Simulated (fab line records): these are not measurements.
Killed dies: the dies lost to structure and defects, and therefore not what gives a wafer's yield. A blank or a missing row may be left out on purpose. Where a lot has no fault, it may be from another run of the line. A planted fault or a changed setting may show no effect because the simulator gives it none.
fab line records | flow sfq-line
record lots=14 wafers=41 last-day=83
route steps=325 shown M6@252 I6@267 M7@291
lots that met no fault: taken from a fault-free run of the same line
start-h: hours from the record's first day to the start of the lot's first wafer shown | wait-h: how many hours have passed since the lot's step before this one | " repeats the value in the row above | L1.1+2: a row that stands for several wafers | - no value present, or no start provided | * or withheld: withheld | < > ~ a bound
route shown NAME@n: a module of which the file shows steps, and the number in the route of the first | usual: mean/standard deviation of fault-free wafers | same: alike in all rows | chamber/n: place in a boat | sites: per-site readings | _std_site: the values' standard deviation | _edge_site: inner sites' mean taken away from outer sites' mean | radius-mm: how far each site lies from the wafer's centre | mask NAME#n: copy n | behind: the last tool/chamber to shape the wafer | hold: why the lot went on hold/how many hours it stayed there/how the hold came to an end | device: the transistor (n, p or np) that didn't switch | end of line: tests run on the same wafers once the route is complete | a step with no rows: only its recipe | killed: at the first sort, the dies lost to defects and structure; wafer yield is something else | map: dies across one wafer; x = killed, . = not, _ = none there
set.NAME: the run value of the setting; set.NAME@STEP: its run value at that earlier step | model.NAME: the simulator's own value behind a step, which no gauge read
steps of the route over a sample of lots; a table a step, a row a wafer
services: a tool's chamber out of use, with start hour (start-h, from the record's first day; less than 0 if before it), hours out, and reason
## steps
# step SFQ_TRILAYER_M6_DEP_SPUTTER_157
# recipe material=Nb base-pressure-pa=1.33e-06 chamber-pressure-pa=0.1377 substrate-temp-c=20 target-thk-nm=200 power-w=2000 time-s=133.3
# usual throttle-valve-pct=29.6/0.88
# columns lot.wafer tool chamber start-h wait-h throttle-valve-pct
L489.2 pvd-sputter-05 - 1477.62 0.0 28.3
L489.4 " - " " 30.2
L489.5 " - " " 30.3
L492.1 pvd-sputter-06 - 1491.94 0.0 30.6
L492.3 " - " " 28.2
L492.4 " - " " 30.1
L497.2 pvd-sputter-05 - 1551.70 0.0 28.5
L497.4 " - " " 30.4
L499.3 pvd-sputter-06 - 1578.13 0.0 30.7
L499.4 " - " " 30.5
L499.5 " - " " 28.9
L500.2 pvd-sputter-03 - 1679.06 0.0 30.6
L500.3 " - " " 29.8
L500.5 " - " " 30.8
L503.1 pvd-sputter-03 - 1699.46 0.0 30.4
L503.4 " - " " 28.9
L503.6 " - " " 28.8
L504.2 pvd-sputter-05 - 1703.06 0.0 30.2
L504.4 " - " " 28.4
L504.6 " - " " 28.3
L506.3 pvd-sputter-03 - 1706.66 0.0 28.7
L506.5 " - " " 30.3
L506.6 " - " " 30.5
L507.1 pvd-sputter-05 - 1710.02 0.0 30.3
L507.3 " - " " 30.5
L507.4 " - " " 28.4
L508.2 pvd-sputter-03 - 1717.22 0.0 30.4
L508.3 " - " " 30.6
L508.4 " - " " 28.7
L509.3 pvd-sputter-06 - 1719.62 0.0 30.3
L509.4 " - " " 28.7
L509.5 " - " " 28.9
L510.2 pvd-sputter-03 - 1723.22 0.0 29.9
L510.4 " - " " 30.6
L510.5 " - " " 28.7
L511.1 pvd-sputter-05 - 1724.42 0.0 30.3
L511.5 " - " " 28.3
L511.6 " - " " 30.4
L512.1 pvd-sputter-06 - 1725.62 0.0 30.7
L512.3 " - " " 28.4
L512.5 " - " " 28.9
# step SFQ_TRILAYER_I6_CMP_CMP_166
# recipe material=SiO2 down-force-psi=3 platen-rpm=60 pad-velocity-m-s=0.94248
# usual edge-zone-pressure-frac=1.000/0.0052 motor-current-A=9.3/0.68 time-to-endpoint-s=216/6.7
# columns lot.wafer tool chamber start-h wait-h edge-zone-pressure-frac motor-current-A time-to-endpoint-s
L489.2 cmp-01 3 1490.31 3.3 0.999 10.9 220
L489.4 " 1 1491.31 4.2 1.001 9.8 227
L489.5 " 3 1492.31 5.2 1.000 10.4 223
L492.4 cmp-02 1 1502.67 4.7 1.007 9.7 227
L492.3 " 2 " " 1.000 9.0 216
L492.1 " 3 " " 0.998 8.4 221
L497.2 cmp-02 1 1664.60 0.7 1.003 9.9 217
L497.4 " 2 " " 0.996 9.0 222
L499.4 cmp-02 1 1688.00 1.6 1.005 9.3 223
L499.3 " 2 " " 0.995 8.8 208
L499.5 " 0 1689.50 3.1 0.991 9.1 227
L500.2 cmp-01 1 1753.58 0.0 1.002 9.8 218
L500.3 " 0 1755.08 1.5 1.004 8.7 217
L500.5 " 2 1756.08 2.5 0.998 9.9 221
L503.4 cmp-01 2 1783.29 0.8 1.008 9.7 222
L503.1 " 0 1784.29 1.9 0.997 9.2 221
L503.6 " 1 " " 1.001 10.2 215
L504.4 cmp-02 2 1784.59 0.0 1.005 8.7 210
L504.2 " 0 1785.59 1.0 1.000 8.6 213
L504.6 " 3 1787.09 2.5 1.005 8.7 204
L506.3 cmp-02 3 1789.39 0.0 1.009 9.1 208
L506.6 " 3 1791.39 2.0 1.000 8.6 213
L506.5 " 0 " " 0.989 9.2 210
L507.4 cmp-02 0 1794.19 0.0 0.997 9.0 221
L507.1 " 1 " " 0.998 8.9 208
L507.3 " 3 1795.69 1.5 0.999 9.0 203
L508.4 cmp-02 3 1805.12 0.0 0.998 8.5 222
L508.3 " 0 " " 0.996 8.6 218
L508.2 " 2 1806.62 1.5 1.010 8.4 213
L509.3 cmp-01 3 1807.52 0.0 1.006 10.4 213
L509.4 " 2 1809.02 1.5 1.002 9.6 216
L509.5 " 0 1810.02 2.5 1.007 9.4 219
L510.2 cmp-01 3 1813.10 0.0 1.010 11.0 214
L510.4 " 2 1814.60 1.5 1.011 9.9 224
L510.5 " 0 1815.60 2.5 1.000 9.0 224
L511.1 cmp-02 0 1814.20 0.7 1.011 8.8 213
L511.6 " 0 1816.20 2.7 0.998 8.1 212
L511.5 " 1 " " 1.002 9.6 212
L512.1 cmp-01 2 1816.60 1.9 1.012 9.9 216
L512.3 " 3 " " 1.001 10.8 213
L512.5 " 2 1818.60 3.9 1.006 10.1 224
# step SFQ_TRILAYER_I6_VIA_BARC_OPEN_VIA_ETCH_235
# recipe mask-material=PR chemistry=O2 target-depth-nm=125 target=BARC source-w=500 bias-w=80 pressure-mtorr=30 time-s=41.7
# usual bias-w=80.01/0.22 drypump-motor-current-A=5.8/0.37 oes-product-au=0.685/0.0047
# columns lot.wafer tool chamber start-h wait-h bias-w drypump-motor-current-A oes-product-au rf-hours-counter-h
L489.2 rie-diel-03 3 1605.28 0.0 79.98 6.1 0.680 15
L489.4 " 3 " " 80.13 6.1 0.684 -
L489.5 " 0 " " 80.02 6.0 0.685 -
L492.1 rie-diel-02 3 1622.08 0.0 80.22 6.5 0.682 16
L492.3 " 0 " " 79.84 5.6 0.686 0
L492.4 " 2 " " 80.07 5.3 0.684 12
L497.2 rie-diel-02 1 1672.15 0.0 85.93 5.9 0.691 2
L497.4 " 1 " " 86.04 6.0 0.683 -
L499.3 rie-diel-02 3 1693.61 0.0 85.87 6.5 0.684 18
L499.4 " 1 " " 85.51 5.9 0.692 3
L499.5 " 2 " " 86.07 5.3 0.684 -
L500.2 rie-diel-02 2 1845.13 0.0 80.02 5.3 0.692 14
L500.3 " 0 " " 79.83 5.5 0.676 4
L500.5 " 2 " " 80.43 5.3 0.683 -
L503.1 rie-diel-02 0 1869.13 0.0 80.09 5.6 0.682 4
L503.4 " 2 " " 79.67 5.3 0.693 14
L503.6 " 1 " " 79.72 6.0 0.687 -
L504.2 rie-diel-01 3 1871.53 0.0 80.08 5.7 0.679 15
L504.4 " 1 " " 79.72 5.6 0.685 3
L504.6 " 2 " " 79.96 5.6 0.688 -
L506.3 rie-diel-02 0 1876.33 0.0 79.92 5.6 0.679 4
L506.5 " 2 " " 79.92 5.3 0.696 -
L506.6 " 1 " " 79.83 6.0 0.685 -
L507.1 rie-diel-02 1 1882.33 0.0 80.03 6.0 0.685 5
L507.3 " 2 " " 79.93 5.3 0.680 15
L507.4 " 3 " " 80.23 6.5 0.687 1
L508.2 rie-diel-03 0 1891.93 0.0 80.02 5.9 0.684 19
L508.3 " 2 " " 80.23 6.2 0.680 4
L508.4 " 3 " " 79.73 6.1 0.688 20
L509.3 rie-diel-02 1 1894.69 0.0 80.39 6.0 0.692 5
L509.4 " 2 " " 79.84 5.3 0.679 15
L509.5 " 1 " " 80.30 6.0 0.683 -
L510.2 rie-diel-01 0 1897.09 0.0 79.99 6.0 0.690 3
L510.4 " 1 " " 79.86 5.6 0.694 4
L510.5 " 3 " " 79.88 5.6 0.684 -
L511.1 rie-diel-02 2 1898.29 0.0 79.97 5.3 0.686 15
L511.5 " 2 " " 79.79 5.3 0.689 -
L511.6 " 3 " " 79.87 6.5 0.689 -
L512.1 rie-diel-01 1 1899.49 0.0 80.24 5.6 0.685 4
L512.3 " 3 " " 79.98 5.7 0.689 15
L512.5 " 2 " " 79.91 5.5 0.679 -
# step SFQ_M7_OVL_MEAS_945
# usual M7_OVL=-1/6.6
# columns lot.wafer tool chamber start-h wait-h M7_OVL[nm]
L489.2 overlay-01 - 1608.97 0.1 0
L489.4 " - " " -1
L489.5 " - " " -6
L492.1 overlay-01 - 1625.55 0.1 3
L492.3 " - " " 2
L492.4 " - " " 7
L497.2 overlay-01 - 1676.25 0.1 5
L497.4 " - " " 5
L499.3 overlay-01 - 1697.16 0.1 -9
L499.4 " - " " -11
L499.5 " - " " -16
L500.2 overlay-01 - 1852.07 0.1 -4
L500.3 " - " " -6
L500.5 " - " " -6
L503.1 overlay-02 - 1872.61 0.1 -1
L503.4 " - " " -4
L503.6 " - " " -6
L504.2 overlay-02 - 1876.21 0.1 -2
L504.4 " - " " 1
L504.6 " - " " 7
L506.3 overlay-02 - 1881.02 0.1 -14
L506.5 " - " " -9
L506.6 " - " " -8
L507.1 overlay-02 - 1886.25 0.1 7
L507.3 " - " " 8
L507.4 " - " " 3
L508.2 overlay-01 - 1899.20 0.1 6
L508.3 " - " " -4
L508.4 " - " " -3
L509.3 overlay-02 - 1901.60 0.1 3
L509.4 " - " " -5
L509.5 " - " " 1
L510.2 overlay-02 - 1904.00 0.1 -5
L510.4 " - " " -1
L510.5 " - " " 4
L511.1 overlay-02 - 1905.19 0.1 4
L511.5 " - " " 10
L511.6 " - " " 4
L512.1 overlay-02 - 1906.39 0.1 7
L512.3 " - " " 9
L512.5 " - " " 9
## services
# columns tool chamber start-h hours kind
rie-diel-02 - 1459.70 2.8 pm
cmp-02 - 1477.42 5.4 pm
cmp-01 - 1481.18 1.4 repair
cmp-02 - 1485.33 2.3 repair
rie-diel-02 3 1495.31 6.0 repair
rie-diel-02 2 1498.62 16.3 repair
cmp-01 - 1512.59 4.3 pm
cmp-01 - 1538.81 4.0 repair
cmp-01 - 1552.07 3.0 repair
cmp-02 - 1552.31 1.8 repair
cmp-01 - 1553.43 1.0 repair
cmp-02 - 1579.76 0.3 repair
cmp-01 - 1586.16 0.3 repair
cmp-02 - 1601.51 4.0 pm
rie-diel-02 2 1607.11 7.9 repair
cmp-02 - 1613.04 12.0 pm
rie-diel-02 2 1637.03 6.7 repair
rie-diel-02 2 1667.53 18.4 repair
rie-diel-02 2 1689.73 1.6 repair
rie-diel-02 3 1700.31 5.9 repair
rie-diel-02 - 1720.97 0.2 repair
rie-diel-02 - 1755.03 15.6 pm
rie-diel-02 3 1791.88 2.9 repair
cmp-02 - 1846.12 4.8 pm
## key
first-sign step=SFQ_TRILAYER_I6_VIA_BARC_OPEN_VIA_ETCH_235 reading=bias-w direction=up sigmas=27 usual=80.01 struck=85.88
effect none on later readings
met-at SFQ_TRILAYER_I6_VIA_BARC_OPEN_VIA_ETCH_235
struck-lots L497,L499
not-acting-at SFQ_TRILAYER_M6_DEP_SPUTTER_157,SFQ_TRILAYER_I6_CMP_CMP_166,SFQ_M7_OVL_MEAS_945
onset-between 1622.08 1672.15
fault kind=process-parameter-drift tool=rie-diel-02 chamber=- onset-h=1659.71 steps=SFQ_TRILAYER_I6_VIA_BARC_OPEN_VIA_ETCH_235 channel=bias-w offset=5.9924 shape=step end-h=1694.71 acts-in=these-recipes-only stated=80
